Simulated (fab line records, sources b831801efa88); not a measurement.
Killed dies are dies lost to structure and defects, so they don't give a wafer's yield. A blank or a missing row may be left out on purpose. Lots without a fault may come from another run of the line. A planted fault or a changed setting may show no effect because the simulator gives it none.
Problem report in the 8D (eight disciplines) form, filled by code | flow sky130 | the parts of the form that need people (team, actions taken, sign-off) are left out

1. THE PROBLEM
spin_speed_rpm at SKY_VT_ADJUST_NCORE_COAT_02 reads a mean of 3336.5 rpm on 6 wafers of 2 lots; wafers without a fault read 3000.3 rpm with a standard deviation of 1.9. That is +99 or more standard deviations from the usual mean.
The step: resist thk 1140 nm.
First seen on wafer L874.2, day 11 06:26, on litho_track-04. The record holds 34 wafers of 12 lots with a number at this step. Rule for "out", or "out of limits": more than 4 standard deviations from the usual mean. The other wafers with a number count as sound.

2. WHAT IT IS AND WHAT IT IS NOT
question                    | is                     | is not
which readings at this step | spin_speed_rpm         | -
which lots                  | L873, L874             | L864, L865, L867, L875, L876, L878, L881, L883, L885, L887
which wafers of those lots  | all that have a number | -
read on which tools         | litho_track-04         | litho_track-02, litho_track-03
when                        | from day 11 06:26      | up to then (9 sound wafers); but 19 sound wafers of L875, L876, L878, L881, L883, L885, L887 came after

3. SUSPECTS, AND WHAT RULES EACH OUT
Counting: a tool at a process step up to the reading stays a suspect if it ran every lot that is out and no sound lot after the first of them.
- litho_track-04 at SKY_VT_ADJUST_NCORE_COAT_02 (resist thk 1140 nm): kept. It ran every lot that is out, first L874 (day 11 06:26), and no sound lot after that; its last sound lot up to then is L867 (day 9 00:22). Its own readings are out on those wafers: spin_speed_rpm.
Left after counting: litho_track-04 at SKY_VT_ADJUST_NCORE_COAT_02.

4. THE CAUSE (what the simulator had put in)
Process parameter drift: litho_track-04, from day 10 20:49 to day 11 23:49, at SKY_VT_ADJUST_NCORE_COAT_02. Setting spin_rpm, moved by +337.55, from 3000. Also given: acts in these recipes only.
Counting left only this tool.

5. THE CHAIN OF EFFECTS, in route order
Each row: a reading whose mean over the struck wafers that have a number lies more than 3 standard deviations from the usual. Only readings for which the record gives a usual standard deviation are gone through. hours: the time from each lot's start at the first step in this table that gives one to its start at this step, as a median over the lots. sigmas: the change in usual standard deviations.
hours | step                           | reading                  | usual      | on struck wafers | change | sigmas
0     | SKY_VT_ADJUST_NCORE_COAT_02    | spin_speed_rpm           | 3000.3 rpm | 3336.5           | +336.2 | +99 or more
12    | SKY_VT_ADJUST_NCORE_CD_MEAS_07 | cd_nm                    | 380.0 nm   | 386.9            | +6.9   | +3.1
12    | SKY_VT_ADJUST_NCORE_STRIP_10   | strip_time_to_endpoint_s | 14.17 s    | 13.50            | -0.67  | -16
The process steps in it:
- SKY_VT_ADJUST_NCORE_COAT_02: resist thk 1140 nm.
- SKY_VT_ADJUST_NCORE_STRIP_10: strips in O2/N2.
Later measuring or inspecting steps at which every struck wafer that the step has a row for has a number for every such reading, and none has moved that far: SKY_VT_ADJUST_HVTR_OVL_MEAS_08, SKY_VT_ADJUST_HVTR_TW_MEAS_11, SKY_VT_ADJUST_PCH_TW_MEAS_10.

6. WHAT WOULD HAVE CAUGHT IT SOONER
In this record the first reading out of limits was taken at day 11 06:26, 10 hours after the fault began at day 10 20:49.
